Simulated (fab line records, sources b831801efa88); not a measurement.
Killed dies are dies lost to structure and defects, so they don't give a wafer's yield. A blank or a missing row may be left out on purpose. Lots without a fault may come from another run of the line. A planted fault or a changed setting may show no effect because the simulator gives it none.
fab line records | flow sky130
record lots=6 wafers=18 last_day=50
route steps=708 shown METAL1@442 VIA1@458 METAL2@483 PAD_OPEN@708
lots that met no fault: from a run of the same line without faults
start_h: hours from the record's first day to the start of the lot's first wafer shown | wait_h: hours since the lot's step before | " the same as in the row above | L1.1+2: a row that stands for several wafers | - no value, or no start given | * or withheld: withheld | < > ~ a bound
route shown NAME@n: a module of which the file shows steps, and the number in the route of the first | usual: mean/standard deviation of fault-free wafers | same: alike in all rows | chamber/n: place in a boat | sites: the reading at each site | _std_site: their standard deviation | _edge_site: outer sites' mean less inner sites' | radius_mm: how far each site lies from the wafer's centre | mask NAME#n: copy n | behind: the tool/chamber that last shaped the wafer | hold: why the lot was held/for how many hours/how that ended | device: the transistor (n, p or np) that didn't switch | end of line: the same wafers' tests at the end of the route | a step without rows: its recipe alone | killed: dies lost to structure and defects at the first sort, not the wafer's yield | map: a wafer's dies, x killed, . not, _ none there
set.NAME: the setting as run; set.NAME@STEP: as run at that earlier step | model.NAME: the simulator's own value behind a step, which no gauge read
lots at some steps of the route; a table a step, a row a wafer
services: from which hour (start_h, from the record's first day; less than 0 if before it) a tool's chamber was out of use, for how many hours, and why
## steps
# step SKY_METAL1_HMDS_08
# recipe prime_time_s=60 prime_temp_c=120
# step SKY_METAL1_COAT_09
# recipe resist=BARC temp_c=withheld time_s=withheld spin_rpm=3000 resist_thk_nm=60
# step SKY_METAL1_COAT_10
# recipe resist=KrF-thick spin_rpm=3000 resist_thk_nm=450
# step SKY_METAL1_SOFTBAKE_11
# recipe temp_c=100 time_s=90 resist=KrF-thick
# step SKY_METAL1_EXPOSE_12
# recipe mask_id=MM1 na=0.8 source_shape=annular sigma_inner=0.55 sigma_outer=0.85 target_cd_nm=140 dose_mj=28
# step SKY_METAL1_PEB_13
# recipe peb_temp_c=withheld peb_time_s=withheld resist=KrF-thick
# step SKY_METAL1_DEVELOP_14
# recipe develop_time_s=60 resist=KrF-thick dev_temp_c=21
# step SKY_METAL1_CD_MEAS_15
# recipe target_cd_nm=140
# usual cd_nm=139.9/1.7
# columns lot.wafer tool chamber start_h wait_h cd_nm
L831.3 cd_sem-01 - 791.74 - 139.4
L831.4 " - " " 141.7
L831.5 " - " " 141.4
L834.1 cd_sem-01 - 817.59 - 142.1
L834.2 " - " " 140.9
L834.6 " - " " 142.1
L835.3 cd_sem-02 - 824.88 - 140.8
L835.4 " - " " 141.7
L835.6 " - " " 142.1
L844.1 cd_sem-01 - 891.90 - 139.3
L844.2 " - " " 140.3
L844.3 " - " " 139.9
L846.1 cd_sem-02 - 908.00 - 138.4
L846.4 " - " " 138.8
L846.5 " - " " 136.8
L850.1 cd_sem-02 - 935.25 - 142.0
L850.3 " - " " 140.1
L850.6 " - " " 142.5
# step SKY_METAL1_OVL_MEAS_16
# usual METAL1_OVL=0/5.9
# columns lot.wafer tool chamber start_h wait_h METAL1_OVL[nm]
L831.3 overlay-01 - 791.83 0.1 7
L831.4 " - " " -5
L831.5 " - " " 4
L834.1 overlay-01 - 817.71 0.1 -1
L834.2 " - " " -1
L834.6 " - " " 7
L835.3 overlay-02 - 824.97 0.1 -8
L835.4 " - " " 10
L835.6 " - " " 2
L844.1 overlay-02 - 892.02 0.1 5
L844.2 " - " " -4
L844.3 " - " " 4
L846.1 overlay-02 - 908.12 0.1 -7
L846.4 " - " " 1
L846.5 " - " " -3
L850.1 overlay-01 - 935.37 0.1 2
L850.3 " - " " 0
L850.6 " - " " -6
# step SKY_METAL1_DESCUM_17
# recipe chemistry=O2 source_power_w=150 bias_power_w=0 pressure_mtorr=10 temp_c=40 time_s=8
# usual drypump_motor_current_A=5.8/0.48 oes_product_au=1.004/0.0071
# columns lot.wafer tool chamber start_h wait_h drypump_motor_current_A oes_product_au rf_hours_counter_h
L831.3 rie_metal-04 0 791.86 0.0 6.1 1.008 -
L831.4 " 1 " " 5.2 1.009 -
L831.5 " 0 " " 6.1 1.018 -
L834.1 rie_metal-02 1 817.75 0.0 6.5 1.000 6
L834.2 " 0 " " 5.3 0.987 8
L834.6 " 0 " " 5.3 1.000 -
L835.3 rie_metal-02 0 825.01 0.0 5.3 1.011 -
L835.4 " 1 " " 6.5 0.994 -
L835.6 " 0 " " 5.3 1.000 -
L844.1 rie_metal-02 1 892.05 0.0 6.4 1.004 9
L844.2 " 0 " " 5.3 1.015 11
L844.3 " 0 " " 5.4 1.001 -
L846.1 rie_metal-02 1 908.15 0.0 6.5 0.992 9
L846.4 " 1 " " 6.4 0.994 -
L846.5 " 1 " " 6.5 0.994 -
L850.1 rie_metal-04 0 935.40 0.0 6.0 1.012 11
L850.3 " 0 " " 6.1 1.014 -
L850.6 " 0 " " 6.1 1.007 -
# step SKY_METAL1_ETCH_18
# recipe chemistry=N2/H2 target=BARC ion_energy_ev=200 bias_w=100 pressure_mtorr=30 n2_flow_sccm=100 h2_flow_sccm=200 icp_w=500 stop_on=SiO2 time_s=45.9 target_depth_a=600
# step SKY_METAL1_METAL_ETCH_19
# recipe target_depth_a=3600 stop_on=SiO2 over_etch_frac=0.3 time_s=78 chemistry=Cl2/BCl3 resist_sidewall_deg=88 pressure_mtorr=10 icp_w=900 bias_w=48.5 Cl2_flow_sccm=60 bcl3_flow_sccm=30
# step SKY_METAL1_STRIP_20
# recipe chemistry=O2/N2 power_w=1400 pressure_mtorr=1500 platen_temp_c=withheld o2_flow_sccm=3000 n2_flow_sccm=300 overash_fraction=0.5
# usual drypump_motor_current_A=5.8/0.6 oes_product_au=0.342/0.0044 strip_time_to_endpoint_s=2.68/0.03
# columns lot.wafer tool chamber start_h wait_h drypump_motor_current_A oes_product_au rf_hours_counter_h strip_time_to_endpoint_s
L831.3 plasma_asher-04 1 792.07 0.1 5.5 0.335 - 2.67
L831.4 " 0 " " 5.3 0.347 - 2.66
L831.5 " 1 " " 5.5 0.347 - 2.66
L834.1 plasma_asher-04 0 817.93 0.1 5.3 0.351 7 2.73
L834.2 " 1 " " 5.5 0.337 7 2.65
L834.6 " 1 " " 5.5 0.344 - 2.64
L835.3 plasma_asher-03 1 825.21 0.1 6.6 0.349 - 2.66
L835.4 " 0 " " 6.0 0.338 - 2.69
L835.6 " 1 " " 6.6 0.339 - 2.66
L844.1 plasma_asher-04 1 892.24 0.1 5.4 0.346 14 2.72
L844.2 " 0 " " 5.3 0.341 14 2.67
L844.3 " 0 " " 5.3 0.340 - 2.70
L846.1 plasma_asher-04 0 908.34 0.1 5.3 0.348 16 2.75
L846.4 " 1 " " 5.5 0.339 - 2.76
L846.5 " 1 " " 5.4 0.343 - 2.74
L850.1 plasma_asher-03 1 935.77 0.1 6.7 0.343 52 2.67
L850.3 " 0 " " 6.1 0.341 - 2.69
L850.6 " 0 " " 6.0 0.341 - 2.67
# step SKY_METAL1_STRIP_21
# recipe chemistry=post_etch_residue_remover time_s=1200 temp_c=72.5
# step SKY_METAL1_CLEAN_22
# recipe chemistry=IPA time_s=180 temp_c=25
# step SKY_METAL1_CLEAN_23
# recipe chemistry=O3/DIW dry=n2_spin
# step SKY_VIA1_HDPCVD_00
# recipe material=SiO2 target_thk_nm=1030 sigma_open_frac=0.3 time_s=171.7 temp_c=400 sih4_flow_sccm=60 pressure_mtorr=6
# step SKY_VIA1_THK_MEAS_01
# recipe reads=SiO2_of_VIA1_HDPCVD_00
# usual VIA1_HDPCVD_THK=1032/9.1
# columns lot.wafer tool chamber start_h wait_h VIA1_HDPCVD_THK[nm]
L831.3 film_metro-03 - 792.76 0.1 1030
L831.4 " - " " 1029
L831.5 " - " " 1021
L834.1 film_metro-02 - 819.03 0.1 1016
L834.2 " - " " 1026
L834.6 " - " " 1020
L835.3 film_metro-04 - 825.90 0.1 1021
L835.4 " - " " 1035
L835.6 " - " " 1036
L844.1 film_metro-02 - 892.97 0.1 1055
L844.2 " - " " 1046
L844.3 " - " " 1054
L846.1 film_metro-03 - 909.04 0.1 1042
L846.4 " - " " 1031
L846.5 " - " " 1038
L850.1 film_metro-03 - 936.48 0.1 1038
L850.3 " - " " 1029
L850.6 " - " " 1030
# step SKY_VIA1_CMP_02
# recipe material=SiO2 down_force_psi=4 platen_rpm=60 pad_velocity_m_s=0.94248
# step SKY_VIA1_BOW_MEAS_03
# recipe mode=bow
# usual VIA1_BOW=80/7.3
# columns lot.wafer tool chamber start_h wait_h VIA1_BOW[um]
L831.3 film_metro-02 - 793.14 0.1 75
L831.4 " - " " 88
L831.5 " - " " 81
L834.1 film_metro-03 - 819.39 0.1 87
L834.2 " - " " 87
L834.6 " - " " 79
L835.3 film_metro-04 - 826.28 0.3 96
L835.4 " - " " 73
L835.6 " - " " 90
L844.1 film_metro-04 - 893.33 0.1 83
L844.2 " - " " 89
L844.3 " - " " 93
L846.1 film_metro-04 - 909.40 0.1 83
L846.4 " - " " 89
L846.5 " - " " 81
L850.1 film_metro-02 - 936.84 0.2 84
L850.3 " - " " 86
L850.6 " - " " 81
# step SKY_VIA1_DEHYDRATE_04
# recipe temp_c=200 time_s=60
# step SKY_VIA1_HMDS_05
# recipe prime_time_s=60 prime_temp_c=120
# step SKY_VIA1_COAT_06
# recipe resist=BARC temp_c=withheld time_s=withheld spin_rpm=3000 resist_thk_nm=60
# step SKY_VIA1_COAT_07
# recipe resist=KrF-thick spin_rpm=3000 resist_thk_nm=450
# step SKY_VIA1_SOFTBAKE_08
# recipe temp_c=100 time_s=90 resist=KrF-thick
# step SKY_VIA1_EXPOSE_09
# recipe mask_id=VIM na=0.8 source_shape=annular sigma_inner=0.55 sigma_outer=0.85 target_cd_nm=150 dose_mj=38
# step SKY_VIA1_PEB_10
# recipe peb_temp_c=withheld peb_time_s=withheld resist=KrF-thick
# step SKY_VIA1_DEVELOP_11
# recipe develop_time_s=60 resist=KrF-thick dev_temp_c=21
# step SKY_VIA1_CD_MEAS_12
# recipe target_cd_nm=150
# usual cd_nm=149.7/1.9
# columns lot.wafer tool chamber start_h wait_h cd_nm
L831.3 cd_sem-01 - 819.64 - 148.4
L831.4 " - " " 150.0
L831.5 " - " " 150.0
L834.1 cd_sem-01 - 845.90 - 148.7
L834.2 " - " " 149.1
L834.6 " - " " 148.6
L835.3 cd_sem-02 - 852.10 - 152.8
L835.4 " - " " 152.7
L835.6 " - " " 151.4
L844.1 cd_sem-01 - 918.45 - 150.0
L844.2 " - " " 150.1
L844.3 " - " " 149.1
L846.1 cd_sem-01 - 934.00 - 146.9
L846.4 " - " " 146.4
L846.5 " - " " 145.8
L850.1 cd_sem-02 - 961.25 - 150.6
L850.3 " - " " 150.3
L850.6 " - " " 149.0
# step SKY_VIA1_OVL_MEAS_13
# usual VIA1_OVL=1/6.1
# columns lot.wafer tool chamber start_h wait_h VIA1_OVL[nm]
L831.3 overlay-02 - 819.73 0.1 4
L831.4 " - " " 8
L831.5 " - " " 2
L834.1 overlay-02 - 846.02 0.1 1
L834.2 " - " " 13
L834.6 " - " " 10
L835.3 overlay-01 - 852.19 0.1 -7
L835.4 " - " " -5
L835.6 " - " " -6
L844.1 overlay-02 - 918.57 0.1 -2
L844.2 " - " " 3
L844.3 " - " " -3
L846.1 overlay-01 - 934.12 0.1 13
L846.4 " - " " 9
L846.5 " - " " 7
L850.1 overlay-01 - 961.37 0.1 -4
L850.3 " - " " 4
L850.6 " - " " -1
# step SKY_VIA1_ETCH_14
# recipe chemistry=N2/H2 target=BARC ion_energy_ev=200 source_w=500 bias_w=100 pressure_mtorr=30 n2_flow_sccm=100 h2_flow_sccm=200 stop_on=SiO2 time_s=45.9 target_depth_a=600
# step SKY_VIA1_ETCH_15
# recipe target=SiO2 chemistry=C4F8/O2/Ar target_depth_nm=351 stop_on=TiN mask_material=KrF-thick source_w=1500 bias_w=1200 pressure_mtorr=40 c4f8_flow_sccm=withheld O2_flow_sccm=6 Ar_flow_sccm=300 time_s=54
# usual oes_product_au=0.980/0.0058
# columns lot.wafer tool chamber start_h wait_h oes_product_au rf_hours_counter_h
L831.3 rie_diel-01 0 819.80 0.0 0.986 4
L831.4 " 1 " " 0.988 1
L831.5 " 3 " " 0.990 -
L834.1 rie_diel-01 1 846.10 0.0 0.974 2
L834.2 " 3 " " 0.981 3
L834.6 " 3 " " 0.990 -
L835.3 rie_diel-03 1 852.26 0.0 0.985 9
L835.4 " 3 " " 0.980 16
L835.6 " 2 " " 0.986 -
L844.1 rie_diel-04 0 918.65 0.0 0.978 8
L844.2 " 2 " " 0.987 8
L844.3 " 3 " " 0.971 21
L846.1 rie_diel-01 2 934.20 0.0 0.983 9
L846.4 " 3 " " 0.989 5
L846.5 " 2 " " 0.975 -
L850.1 rie_diel-03 0 961.45 0.0 0.976 10
L850.3 " 3 " " 0.974 19
L850.6 " 0 " " 0.981 -
# step SKY_VIA1_STRIP_16
# recipe chemistry=O2/N2 power_w=1400 pressure_mtorr=1500 platen_temp_c=withheld o2_flow_sccm=3000 n2_flow_sccm=300 overash_fraction=0.5
# usual drypump_motor_current_A=5.9/0.41 oes_product_au=0.416/0.0044 strip_time_to_endpoint_s=4.469/0.023
# columns lot.wafer tool chamber start_h wait_h drypump_motor_current_A oes_product_au rf_hours_counter_h strip_time_to_endpoint_s
L831.3 plasma_asher-02 0 819.88 0.1 5.9 0.422 - 4.442
L831.4 " 1 " " 6.2 0.415 - 4.472
L831.5 " 0 " " 5.9 0.413 - 4.435
L834.1 plasma_asher-02 1 846.14 0.0 6.2 0.416 103 4.438
L834.2 " 0 " " 5.9 0.419 103 4.445
L834.6 " 1 " " 6.2 0.420 - 4.432
L835.3 plasma_asher-04 0 852.34 0.1 5.3 0.413 - 4.458
L835.4 " 1 " " 5.5 0.411 - 4.466
L835.6 " 1 " " 5.5 0.417 - 4.444
L844.1 plasma_asher-02 0 918.69 0.0 5.9 0.421 111 4.473
L844.2 " 1 " " 6.2 0.411 111 4.465
L844.3 " 1 " " 6.2 0.411 - 4.463
L846.1 plasma_asher-04 0 934.24 0.0 5.3 0.412 19 4.472
L846.4 " 0 " " 5.3 0.420 - 4.478
L846.5 " 0 " " 5.3 0.430 - 4.458
L850.1 plasma_asher-03 0 961.49 0.0 6.1 0.420 54 4.470
L850.3 " 1 " " 6.6 0.420 - 4.515
L850.6 " 1 " " 6.6 0.426 - 4.479
# step SKY_VIA1_STRIP_17
# recipe chemistry=post_etch_residue_remover time_s=1200 temp_c=72.5
# step SKY_VIA1_CLEAN_18
# recipe chemistry=IPA time_s=180 temp_c=25
# step SKY_VIA1_CLEAN_19
# recipe chemistry=O3/DIW dry=n2_spin
# step SKY_VIA1_SPUTTER_20
# recipe material=TiN target_thk_nm=20 chamber_pressure_pa=5 power_w=4000 time_s=80
# usual throttle_valve_pct=30.4/0.66
# columns lot.wafer tool chamber start_h wait_h throttle_valve_pct
L831.3 pvd_sputter-03 - 820.58 0.0 30.7
L831.4 " - " " 30.7
L831.5 " - " " 30.0
L834.1 pvd_sputter-01 - 846.76 0.0 29.2
L834.2 " - " " 30.5
L834.6 " - " " 30.7
L835.3 pvd_sputter-04 - 852.94 0.0 31.7
L835.4 " - " " 29.2
L835.6 " - " " 29.7
L844.1 pvd_sputter-01 - 919.28 0.0 30.0
L844.2 " - " " 29.2
L844.3 " - " " 30.2
L846.1 pvd_sputter-03 - 934.83 0.0 30.3
L846.4 " - " " 30.8
L846.5 " - " " 30.9
L850.1 pvd_sputter-03 - 962.08 0.0 30.9
L850.3 " - " " 30.4
L850.6 " - " " 30.5
# step SKY_VIA1_CVD_21
# recipe material=W target_thk_nm=270 time_s=80.902 temp_c=400 pressure_torr=40
# step SKY_VIA1_RS_MEAS_22
# recipe thk_meas_gauge=four-point-probe reads=W_of_VIA1_CVD_21+TiN_of_VIA1_SPUTTER_20
# usual VIA1_W_RS=0.426/0.0057
# columns lot.wafer tool chamber start_h wait_h VIA1_W_RS[ohm/sq]
L831.3 film_metro-04 - 820.78 0.1 0.434
L831.4 " - " " 0.431
L831.5 " - " " 0.430
L834.1 film_metro-03 - 846.92 0.1 0.427
L834.2 " - " " 0.414
L834.6 " - " " 0.426
L835.3 film_metro-04 - 853.13 0.1 0.421
L835.4 " - " " 0.433
L835.6 " - " " 0.430
L844.1 film_metro-02 - 919.44 0.1 0.423
L844.2 " - " " 0.426
L844.3 " - " " 0.418
L846.1 film_metro-02 - 935.03 0.1 0.426
L846.4 " - " " 0.424
L846.5 " - " " 0.426
L850.1 film_metro-03 - 962.24 0.1 0.435
L850.3 " - " " 0.434
L850.6 " - " " 0.430
# step SKY_VIA1_THK_MEAS_23
# recipe thk_meas_gauge=xrf reads=W_of_VIA1_CVD_21
# usual VIA1_W_THK=268/4.2
# columns lot.wafer tool chamber start_h wait_h VIA1_W_THK[nm]
L831.3 film_metro-04 - 820.88 0.1 263
L831.4 " - " " 265
L831.5 " - " " 266
L834.1 film_metro-03 - 847.04 0.1 267
L834.2 " - " " 277
L834.6 " - " " 267
L835.3 film_metro-04 - 853.23 0.1 273
L835.4 " - " " 266
L835.6 " - " " 269
L844.1 film_metro-02 - 919.56 0.1 269
L844.2 " - " " 268
L844.3 " - " " 274
L846.1 film_metro-02 - 935.15 0.1 266
L846.4 " - " " 269
L846.5 " - " " 266
L850.1 film_metro-03 - 962.36 0.1 261
L850.3 " - " " 263
L850.6 " - " " 266
# step SKY_VIA1_CMP_24
# recipe stop_on=SiO2 t_overpolish_s=15 down_force_psi=3.5 platen_rpm=60 target_thk_nm=0 pad_velocity_m_s=0.94248
# step SKY_METAL2_SPUTTER_00
# recipe material=Ti target_thk_nm=15 power_w=3000 time_s=10 chamber_pressure_pa=0.4
# usual throttle_valve_pct=30.0/0.66
# columns lot.wafer tool chamber start_h wait_h throttle_valve_pct
L831.3 pvd_sputter-04 - 821.22 0.1 31.8
L831.4 " - " " 31.0
L831.5 " - " " 29.3
L834.1 pvd_sputter-04 - 847.40 0.1 29.2
L834.2 " - " " 31.9
L834.6 " - " " 29.4
L835.3 pvd_sputter-01 - 853.57 0.1 29.3
L835.4 " - " " 29.8
L835.6 " - " " 30.4
L844.1 pvd_sputter-02 - 919.92 0.2 29.5
L844.2 " - " " 30.1
L844.3 " - " " 29.7
L846.1 pvd_sputter-01 - 935.64 0.2 30.2
L846.4 " - " " 30.6
L846.5 " - " " 29.2
L850.1 pvd_sputter-01 - 962.84 0.2 30.0
L850.3 " - " " 30.5
L850.6 " - " " 29.1
# step SKY_PAD_OPEN_PROBE_99
# usual defect_limited_yield=82.2/1.9 killed_at_M0_to_M3=45/7.3 killed_at_M4_up=3.1/1.7 killed_at_contacts=25/5.1 killed_at_front_end=15/4.5 killed_at_other=0.3/0.56 killed_dies=88/9.4 killed_open=47/6.6 killed_short=40/6.9 sort_bin_3_pad_short=0.9/0.46 sort_bin_5_function=10.5/1.5 sort_bin_6_memory=6.4/1.1 sort_n_pass=404/9.4 sort_yield_pct=82.2/1.9
# same gross_dies=492 killed_at_back_side=0 sort_bin_4_leakage[%]=0 sort_bin_8_speed[%]=0
# columns lot.wafer tool chamber start_h wait_h defect_limited_yield[%] killed_at_M0_to_M3 killed_at_M4_up killed_at_contacts killed_at_front_end killed_at_other killed_dies killed_open killed_short sort_bin_3_pad_short[%] sort_bin_5_function[%] sort_bin_6_memory[%] sort_n_pass sort_yield_pct[%] model.etest.tester.sort_n_pass model.etest.tester.sort_yield_pct model.etest.tester.sort_bin_5_pct model.etest.tester.sort_bin_3_pct
L831.3 prober-02 - 1095.12 0.2 84.6 36 1 21 18 0 76 39 37 0.4 9.3 5.7 416 84.6 416 84.55 9.35 0.4065
L831.4 prober-02 - 1095.17 0.2 81.7 52 1 29 8 0 90 56 34 0.6 11.4 6.3 402 81.7 402 81.71 11.38 0.6098
L831.5 prober-02 - 1095.22 0.2 82.1 49 3 26 10 0 88 43 45 1.4 7.9 8.5 404 82.1 404 82.11 7.927 1.423
L834.1 prober-01 - 1116.86 0.1 81.3 41 1 27 22 1 92 52 40 0.8 11.4 6.5 400 81.3 400 81.3 11.38 0.813
L834.2 prober-01 - 1116.91 0.1 79.5 49 3 32 16 1 101 55 46 1.0 12.0 7.5 391 79.5 391 79.47 11.99 1.016
L834.6 prober-01 - 1117.11 0.2 80.3 35 1 32 29 0 97 55 42 0.4 13.2 6.1 395 80.3 395 80.28 13.21 0.4065
L835.3 prober-01 - 1120.97 0.2 79.3 57 2 25 17 1 102 54 47 1.0 12.6 7.1 390 79.3 390 79.27 12.6 1.016
L835.4 prober-01 - 1121.02 0.2 81.3 40 5 30 17 0 92 52 40 0.4 10.2 8.1 400 81.3 400 81.3 10.16 0.4065
L835.6 prober-01 - 1121.12 0.2 82.5 40 4 27 14 1 86 47 38 0.8 11.2 5.5 406 82.5 406 82.52 11.18 0.813
L844.1 prober-02 - 1168.82 0.1 83.9 37 4 22 16 0 79 48 31 1.2 10.2 4.7 413 83.9 413 83.94 10.16 1.22
L844.2 prober-02 - 1168.87 0.1 75.8 85 3 22 9 0 119 50 32 2.8 15.2 6.1 373 75.8 373 75.81 15.24 2.846
L844.3 prober-02 - 1168.92 0.2 76.2 72 2 27 16 0 117 49 33 2.6 14.4 6.7 375 76.2 375 76.22 14.43 2.642
L846.1 prober-02 - 1181.17 0.1 75.4 77 5 23 16 0 121 44 37 3.9 15.0 5.7 371 75.4 371 75.41 15.04 3.862
L846.4 prober-02 - 1181.32 0.2 85.0 41 4 20 8 1 74 44 30 0.2 9.1 5.7 418 85.0 418 84.96 9.146 0.2033
L846.5 prober-02 - 1181.37 0.2 82.1 53 1 25 9 0 88 44 43 1.0 11.0 5.9 404 82.1 404 82.11 10.98 1.016
L850.1 prober-02 - 1198.12 0.1 83.5 39 1 23 18 0 81 44 36 0.4 9.6 6.5 411 83.5 411 83.54 9.553 0.4065
L850.3 prober-02 - 1198.22 0.2 82.7 46 1 20 18 0 85 39 46 1.6 8.9 6.7 407 82.7 407 82.72 8.943 1.626
L850.6 prober-02 - 1198.37 0.2 81.9 38 5 24 22 0 89 48 40 1.2 11.0 5.9 403 81.9 403 81.91 10.98 1.22
# killed by level:class
L831.3 VIA3:geometric_particle:open=9 CONTACT:geometric_particle:open=8 FIELD_ISO:geometric_particle:short=7 METAL2:geometric_particle:short=6 LI_CONTACT:geometric_particle:open=5 CONTACT:geometric_particle:short=5 METAL1:geometric_particle:short=4 POLY_GATE:geometric_particle:short=3
L831.4 CONTACT:geometric_particle:open=12 VIA3:geometric_particle:open=12 VIA2:geometric_particle:open=8 LI_CONTACT:geometric_particle:open=7 VIA1:geometric_particle:short=7 VIA1:geometric_particle:open=6 METAL2:geometric_particle:short=5 CONTACT:geometric_particle:short=5
L831.5 CONTACT:geometric_particle:open=11 VIA1:geometric_particle:open=11 METAL2:geometric_particle:short=9 CONTACT:geometric_particle:short=7 VIA3:geometric_particle:open=7 VIA1:geometric_particle:short=6 VIA3:geometric_particle:short=6 FIELD_ISO:geometric_particle:short=4
L834.1 CONTACT:geometric_particle:open=10 LI_CONTACT:geometric_particle:open=9 VIA1:geometric_particle:open=8 FIELD_ISO:geometric_particle:short=6 VIA1:geometric_particle:short=6 FIELD_ISO:geometric_particle:open=5 METAL1:geometric_particle:short=5 VIA2:geometric_particle:open=5
L834.2 VIA1:geometric_particle:open=16 VIA2:geometric_particle:open=10 LI_CONTACT:geometric_particle:open=10 CONTACT:geometric_particle:short=9 POLY_GATE:geometric_particle:short=7 CONTACT:geometric_particle:open=6 VIA1:geometric_particle:short=5 LI_CONTACT:geometric_particle:short=4
L834.6 CONTACT:geometric_particle:open=11 VIA1:geometric_particle:open=11 FIELD_ISO:geometric_particle:short=10 LI_CONTACT:geometric_particle:open=10 LI_CONTACT:geometric_particle:short=6 VIA3:geometric_particle:open=6 FIELD_ISO:geometric_particle:open=5 POLY_GATE:geometric_particle:short=5
L835.3 CONTACT:geometric_particle:open=10 VIA1:geometric_particle:open=10 METAL2:geometric_particle:short=9 VIA3:geometric_particle:open=9 VIA1:geometric_particle:short=8 METAL1:geometric_particle:short=7 FIELD_ISO:geometric_particle:open=6 LI_CONTACT:geometric_particle:open=6
L835.4 CONTACT:geometric_particle:open=10 LI_CONTACT:geometric_particle:open=8 VIA1:geometric_particle:open=8 VIA2:geometric_particle:open=6 METAL1:geometric_particle:short=5 VIA3:geometric_particle:short=4 FIELD_ISO:geometric_particle:open=4 LOCAL_INTERCONNECT:geometric_particle:short=4
L835.6 VIA1:geometric_particle:open=13 CONTACT:geometric_particle:short=8 POLY_GATE:geometric_particle:open=6 VIA1:geometric_particle:short=6 CONTACT:geometric_particle:open=5 VIA2:geometric_particle:open=5 LI_CONTACT:geometric_particle:short=4 LOCAL_INTERCONNECT:geometric_particle:short=4
L844.1 LI_CONTACT:geometric_particle:open=10 VIA3:geometric_particle:open=8 CONTACT:geometric_particle:open=6 VIA1:geometric_particle:short=6 VIA2:geometric_particle:open=5 VIA1:geometric_particle:open=5 POLY_GATE:geometric_particle:open=4 POLY_GATE:geometric_particle:short=4
L844.2 METAL1:unspecified=37 VIA1:geometric_particle:open=12 LI_CONTACT:geometric_particle:open=8 CONTACT:geometric_particle:open=8 VIA2:geometric_particle:open=6 VIA3:geometric_particle:open=5 METAL1:geometric_particle:short=4 VIA3:geometric_particle:short=4
L844.3 METAL1:unspecified=35 VIA1:geometric_particle:open=10 LI_CONTACT:geometric_particle:open=9 CONTACT:geometric_particle:open=8 VIA3:geometric_particle:open=7 FIELD_ISO:geometric_particle:short=6 FIELD_ISO:geometric_particle:open=4 VIA1:geometric_particle:short=4
L846.1 METAL1:unspecified=40 VIA1:geometric_particle:open=9 LI_CONTACT:geometric_particle:open=8 CONTACT:geometric_particle:open=8 VIA3:geometric_particle:open=8 FIELD_ISO:geometric_particle:short=5 FIELD_ISO:geometric_particle:open=5 METAL1:geometric_particle:short=5
L846.4 VIA1:geometric_particle:open=13 VIA2:geometric_particle:open=7 LI_CONTACT:geometric_particle:open=6 METAL1:geometric_particle:short=6 CONTACT:geometric_particle:short=5 CONTACT:geometric_particle:open=5 FIELD_ISO:geometric_particle:open=4 METAL2:geometric_particle:short=3
L846.5 VIA1:geometric_particle:open=13 METAL2:geometric_particle:short=9 VIA3:geometric_particle:open=9 CONTACT:geometric_particle:open=8 CONTACT:geometric_particle:short=5 METAL3:geometric_particle:short=5 METAL1:geometric_particle:short=5 POLY_GATE:geometric_particle:open=4
L850.1 VIA1:geometric_particle:open=10 CONTACT:geometric_particle:open=8 FIELD_ISO:geometric_particle:short=6 VIA2:geometric_particle:open=6 LI_CONTACT:geometric_particle:open=5 VIA3:geometric_particle:open=5 CONTACT:geometric_particle:short=4 VIA1:geometric_particle:short=4
L850.3 VIA1:geometric_particle:open=12 METAL2:geometric_particle:short=7 VIA1:geometric_particle:short=7 CONTACT:geometric_particle:open=6 METAL1:geometric_particle:short=6 LI_CONTACT:geometric_particle:open=5 FIELD_ISO:geometric_particle:short=4 POLY_GATE:geometric_particle:short=4
L850.6 VIA1:geometric_particle:open=9 LI_CONTACT:geometric_particle:open=8 POLY_GATE:geometric_particle:open=7 LOCAL_INTERCONNECT:geometric_particle:short=7 VIA3:geometric_particle:open=7 METAL1:geometric_particle:short=5 VIA2:geometric_particle:open=5 VIA1:geometric_particle:short=4
# map L844.2 (x killed, . not)
__________.........._________
________x..x.....x.x.._______
______.....x......x...x._____
_____..........xx....x..x____
____...x...x...x......xx.x___
___..x.......xx.xx....xxxxx__
__.x.xx..x..x.x.......xxxxxx_
_...........x........xxxxxxxx
_...xx...............xxxxxxxx
_........x.........x..xxxxxxx
_.......x....xxxxx.....xxxxxx
_.....x....x..x.x.....x.xx...
_x.xx..xx....................
_..........xx...x........x...
_....................x...x...
__....x..x..x...x..........._
___x.........x..x..x...x...__
____.....x.............x..___
_____...x...........x.x..____
______....x.x.......xx.._____
________x....x..x....._______
__________.......x.._________
# map L846.1 (x killed, . not)
__________.x......xx_________
________.x....x..x...._______
______..x...........x..._____
_____.....xx..x.x..x..x.x____
____.x.....x..x......x.xxx___
___.x............xxx.xxxxxx__
__..x....x............xxxxxx_
_..x............x.....xxxxxxx
_..x.x.............x..xxxxxxx
_....x.....x..x.x.....x.xxxxx
_..................x..x.xxxxx
_xx...x.x..x..........x.....x
_x.x..xx.x...x........x.x....
_......x...x.....x...x.....x.
_..................x.........
__.........................._
___..xx...xx....xx.....x...__
____.x......x......x......___
_____x........xx....x....____
______x...x............._____
________.xx.....x....x_______
__________x..x...x.x_________
## services
# columns tool chamber start_h hours kind
rie_diel-01 2 772.59 9.4 repair
rie_diel-01 - 773.07 4.3 pm
pvd_sputter-02 - 782.44 1.5 repair
pvd_sputter-01 - 802.57 3.0 repair
rie_diel-04 - 823.08 2.8 pm
plasma_asher-02 - 823.26 0.6 repair
rie_metal-04 1 828.19 28.1 repair
pvd_sputter-02 - 828.23 4.8 repair
rie_diel-04 0 828.52 2.5 repair
pvd_sputter-01 - 829.93 3.7 repair
rie_diel-04 2 835.11 3.0 repair
pvd_sputter-02 - 836.78 1.7 repair
pvd_sputter-02 - 838.46 6.8 repair
rie_diel-01 3 852.59 22.6 repair
rie_metal-02 - 861.35 2.8 pm
rie_metal-02 - 865.02 0.2 repair
rie_diel-03 2 868.47 3.2 repair
plasma_asher-02 - 872.13 4.0 repair
plasma_asher-04 - 876.47 6.3 repair
rie_diel-01 1 882.89 10.8 repair
pvd_sputter-03 - 885.50 1.1 repair
rie_metal-04 1 887.75 8.3 repair
rie_diel-03 - 895.36 1.1 repair
rie_diel-01 1 956.09 9.2 repair
## key
first_sign step=SKY_PAD_OPEN_PROBE_99 reading=sort_bin_3_pad_short direction=up sigmas=4.9 usual=0.9 struck=3.1
effect step=SKY_PAD_OPEN_PROBE_99 reading=killed_at_M0_to_M3 direction=up sigmas=4.6 usual=45 struck=78
model_effect step=SKY_PAD_OPEN_PROBE_99 value=etest.tester.sort_n_pass without=406 struck=373
met_at SKY_METAL1_STRIP_20
struck_wafers L844.2,L844.3,L846.1
onset_between 817.93 892.24
fault kind=chamber_particle_source tool=plasma_asher-04 chamber=0 onset_h=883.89 steps=SKY_METAL1_STRIP_20 rate_per_visit_cm2=0.79954 end_h=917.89
